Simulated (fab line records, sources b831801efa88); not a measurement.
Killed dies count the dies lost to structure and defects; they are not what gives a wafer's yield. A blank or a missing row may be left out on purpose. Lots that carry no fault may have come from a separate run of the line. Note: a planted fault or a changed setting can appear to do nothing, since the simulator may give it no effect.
A lot that was struck, set against a sound lot	flow sky130	34 out of 708 route steps
Sound: wafers L956.3, L956.5, L956.6. Struck: wafer L962.4 (L962.2, L962.6, from the same lot, were not struck and are left out); the cause is given at the end.
At each step with rows: each side's tool, then ch and its chambers, then its first start. Under that, the readings that differ: sound wafers	struck wafers	difference of the means	sigmas: that difference in standard deviations of wafers without a fault.
alike: readings with means less than 2 such deviations apart, plus words and numbers identical on both sides. not compared: withheld readings, readings lacking a value on some wafer, bounds such as >300 that could conceal the same value, and numbers that have no deviation in the record and whose values overlap.
Wherever a step has rows on one side only, a row that says differs or no value, or a row with sigmas, the two part there. Numbers that don't overlap but have no deviation are shown without sigmas and don't part them. Lack of a reading on every wafer of one side parts them only where that side has two or more wafers.

first, 9 steps without rows for these wafers: SKY_METAL4_DESCUM_15 (chemistry O2, time 8 s); SKY_METAL4_ETCH_16 (etches BARC in N2/H2, stops on SiO2, time 88.2 s, target depth 60 nm); SKY_METAL4_ETCH_17 (etches SiO2 in C4F8/O2/Ar, stops on TiN, time 3.9 s, target depth 15 nm); SKY_METAL4_METAL_ETCH_18 (etches the open film in Cl2/BCl3, stops on SiO2, target depth 845 nm, time 183.1 s); SKY_METAL4_STRIP_19 (strips in O2/N2); SKY_METAL4_STRIP_20 (strips in post etch residue remover, time 1200 s); SKY_METAL4_CLEAN_21 (cleans in IPA, time 180 s); SKY_METAL4_CLEAN_22 (cleans in O3/DIW); SKY_VIA4_HDPCVD_00 (deposits SiO2, target thk 1750 nm, time 291.7 s).
SKY_VIA4_CMP_02: polishes SiO2.
  sound on cmp-02 ch 2,3, day 46 00:49; struck on cmp-01 ch 0, day 47 06:40
  alike: motor_current_A
then, 23 steps without rows for these wafers: SKY_VIA4_DEHYDRATE_04 (time 60 s); SKY_VIA4_HMDS_05 (prime time 60 s); SKY_VIA4_COAT_06 (resist thk 1140 nm); SKY_VIA4_SOFTBAKE_07 (time 60 s); SKY_VIA4_EXPOSE_08 (exposes mask VIM4, target cd 800 nm); SKY_VIA4_PEB_09; SKY_VIA4_DEVELOP_10 (develop time 60 s); SKY_VIA4_ETCH_12 (etches SiO2 in C4F8/O2/Ar, stops on TiN, target depth 580 nm); SKY_VIA4_STRIP_13 (strips in O2/N2); SKY_VIA4_STRIP_14 (strips in post etch residue remover, time 1200 s); SKY_VIA4_CLEAN_15 (cleans in IPA, time 180 s); SKY_VIA4_CLEAN_16 (cleans in O3/DIW); SKY_VIA4_SPUTTER_17 (material TiN, target thk 20 nm, time 80 s); SKY_VIA4_CVD_18 (deposits W, target thk 505 nm, time 152.14 s); SKY_VIA4_CMP_21 (polishes, stops on SiO2, t overpolish 25 s, target thk 0 nm); SKY_METAL5_SPUTTER_00 (material Ti, target thk 15 nm, time 10 s); SKY_METAL5_SPUTTER_01 (material TiN, target thk 20 nm, time 16.7 s); SKY_METAL5_SPUTTER_02 (material AlCu, target thk 1150 nm, time 61.2 s); SKY_METAL5_SPUTTER_03 (material Ti, target thk 5 nm, time 3.3 s); SKY_METAL5_SPUTTER_04 (material TiN, target thk 70 nm, time 58.3 s); SKY_METAL5_DEHYDRATE_07 (time 60 s); SKY_METAL5_HMDS_08 (prime time 60 s); SKY_METAL5_COAT_09 (resist thk 1800 nm).
-- the record jumps here: 3 days lie between the struck wafers' starts before and after (it left off in module METAL5 and takes up again in module PAD_OPEN, whose first step shown is number 708 of the route) --
SKY_PAD_OPEN_PROBE_99:
  sound: prober-01 at day 49 10:28; struck: prober-02 at day 50 12:40
reading	sound	struck	difference	sigmas
defect_limited_yield (%)	83.5 82.5 83.1	49.6	-33.4	-18
killed_at_M4_up	6 11 2	190	+184	+99 or more
killed_dies	81 86 83	248	+165	+17
killed_on_rim	20 18 20	56	+37	+10
sort_bin_3_pad_short (%)	1.0 1.2 1.0	3.3	+2.2	+6
sort_bin_5_function (%)	8.7 10.6 8.7	30.9	+21.6	+14
sort_bin_6_memory (%)	6.7 5.7 7.1	16.3	+9.8	+9
sort_n_pass	411 406 409	244	-165	-17
sort_yield_pct (%)	83.5 82.5 83.1	49.6	-33.4	-18
model.etest.tester.sort_n_pass	411 406 409	244	-165	
model.etest.tester.sort_yield_pct (%)	83.54 82.52 83.13	49.59	-33.47	
model.etest.tester.sort_bin_5_pct (%)	8.74 10.57 8.74	30.89	+21.54	
model.etest.tester.sort_bin_6_pct (%)	6.707 5.691 7.114	16.26	+9.76	
model.etest.tester.sort_bin_3_pct (%)	1.016 1.22 1.016	3.252	+2.168	
  alike: killed_at_M0_to_M3, killed_at_contacts, killed_at_front_end, killed_at_other, killed_open, killed_short

== WHERE THEY PART ==
At SKY_PAD_OPEN_PROBE_99 and nowhere else, as far as this record goes.

WHY: what the simulator had put in
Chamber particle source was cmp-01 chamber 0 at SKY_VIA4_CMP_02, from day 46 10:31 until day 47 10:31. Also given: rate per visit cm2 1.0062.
